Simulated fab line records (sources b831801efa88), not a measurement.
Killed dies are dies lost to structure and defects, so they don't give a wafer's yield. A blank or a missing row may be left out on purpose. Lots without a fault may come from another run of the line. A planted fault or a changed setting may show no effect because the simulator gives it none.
Problem report, 8D (eight disciplines) form, completed by code + flow sky130 + the parts of the form that need people (team, actions taken, sign-off) are left out

## 1. WHAT IS WRONG
On 2 wafers of 1 lot, killed_at_M4_up at SKY_PAD_OPEN_PROBE_99 has a mean of 35.0; fault-free wafers read 2.9, standard deviation 1.5. That puts it +21 standard deviations away from the usual mean.
First seen on wafer L830.4, day 49 12:29, on prober-02. The record holds 36 wafers of 12 lots with a number at this step. By rule, "out" or "out of limits" means more than 4 standard deviations away from the usual mean. Any other wafer with a number is counted as sound.

## 2. WHAT IT IS; WHAT IT IS NOT
| question                    | is                | is not                                                                                                                     |
|-----------------------------|-------------------|----------------------------------------------------------------------------------------------------------------------------|
| which readings at this step | killed_at_M4_up   | killed_at_M0_to_M3, killed at contacts, killed at front end, killed at other, killed open, killed short, sort_bin_6_memory |
| which lots                  | L830              | L817, L818, L819, L820, L829, L832, L833, L835, L836, L839, L840                                                           |
| which wafers of those lots  | L830.4, L830.5    | L830.1                                                                                                                     |
| read on which tools         | prober-02         | prober-01                                                                                                                  |
| when                        | from day 49 12:29 | up to then (16 sound wafers); but 18 sound wafers of L832, L833, L835, L836, L839, L840 came after                         |

## 3. THE SUSPECTS, EACH WITH WHAT RULES IT OUT
Counting: any tool at a process step up to the reading remains a suspect provided it ran every lot that is out. Sound lots after the first of them don't rule it out here, since some wafers of a struck lot are sound.
- pvd sputter-01 at SKY_METAL4_SPUTTER_00 (material Ti, target thk 15 nm, time 10 s): kept. The lot that is out, L830, ran on it at day 44 07:20; the last sound lot it ran before that was L820, at day 40 22:21.
- pvd sputter-04 at SKY_METAL5_SPUTTER_00 (material Ti, target thk 15 nm, time 10 s): kept. The lot that is out, L830, ran on it at day 47 02:19; the last sound lot it ran before that was L829, at day 46 12:05.
- pecvd-02 at SKY_PASSIVATION_CVD_00 (deposits SiO2, target thk 90 nm): kept. The lot that is out, L830, ran on it at day 47 22:44; the last sound lot it ran before that was L818, at day 44 10:01.
- rie diel-02 at SKY_PASSIVATION_ETCH_11 (etches the open film in CF4/O2, stops on AlCu, target depth 725 nm, time 161.1 s): kept. The lot that is out, L830, ran on it at day 48 16:30; the last sound lot it ran before that was L829, at day 48 05:46.
- prober-02 at SKY_PAD_OPEN_PROBE_99: kept. The lot that is out, L830, ran on it at day 49 12:20; the last sound lot it ran before that was L820, at day 46 18:47. Its own killed_at_M4_up readings are out on those wafers.
- At SKY_PASSIVATION_ETCH_11 on rie diel-02, chamber 1 took the sound wafers of the same lots and chamber 3 took the wafers that are out.
Left after counting: pvd sputter-01 at SKY_METAL4_SPUTTER_00, pvd sputter-04 at SKY_METAL5_SPUTTER_00, pecvd-02 at SKY_PASSIVATION_CVD_00, rie diel-02 at SKY_PASSIVATION_ETCH_11, prober-02 at SKY_PAD_OPEN_PROBE_99.

## 4. THE CAUSE (what the simulator had put in)
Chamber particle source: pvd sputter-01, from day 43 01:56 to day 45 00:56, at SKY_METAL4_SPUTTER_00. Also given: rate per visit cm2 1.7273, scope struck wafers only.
5 suspects survive the count, and this tool is in that group.

## 5. SEQUENCE OF EFFECTS, ordered by route
Rows list readings where the struck wafers' mean (over those with a number) sits beyond 3 standard deviations from the usual. Scope: only readings with a usual standard deviation given in the record; hours: median across lots of the time from each lot's start at the first step in this table that gives one to its start at this step; sigmas: change in usual standard deviations.
| hours | step                  | reading              | usual | on struck wafers | change | sigmas |
|-------|-----------------------|----------------------|-------|------------------|--------|--------|
| 0     | SKY_PAD_OPEN_PROBE_99 | killed_at_M4_up      | 2.9   | 35.0             | +32.1  | +21    |
| 0     | SKY_PAD_OPEN_PROBE_99 | sort_bin_3_pad_short | 0.8 % | 2.5              | +1.7   | +4.0   |
The process steps in it:
- SKY_PAD_OPEN_PROBE_99

## 6. WHAT WOULD HAVE CAUGHT IT SOONER
The fault began at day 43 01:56; the first out-of-limits reading in this record came at day 49 12:29, 155 hours later.
Of the tool readings at SKY_METAL4_SPUTTER_00 for which the record gives a usual standard deviation, none was out on any struck wafer, so an alarm limit of 4 standard deviations on them would not have fired.
By day 49 12:29, every lot that is out (1) had started SKY_METAL4_SPUTTER_00 on pvd sputter-01. Holding the tool at that point would not have protected any of them.
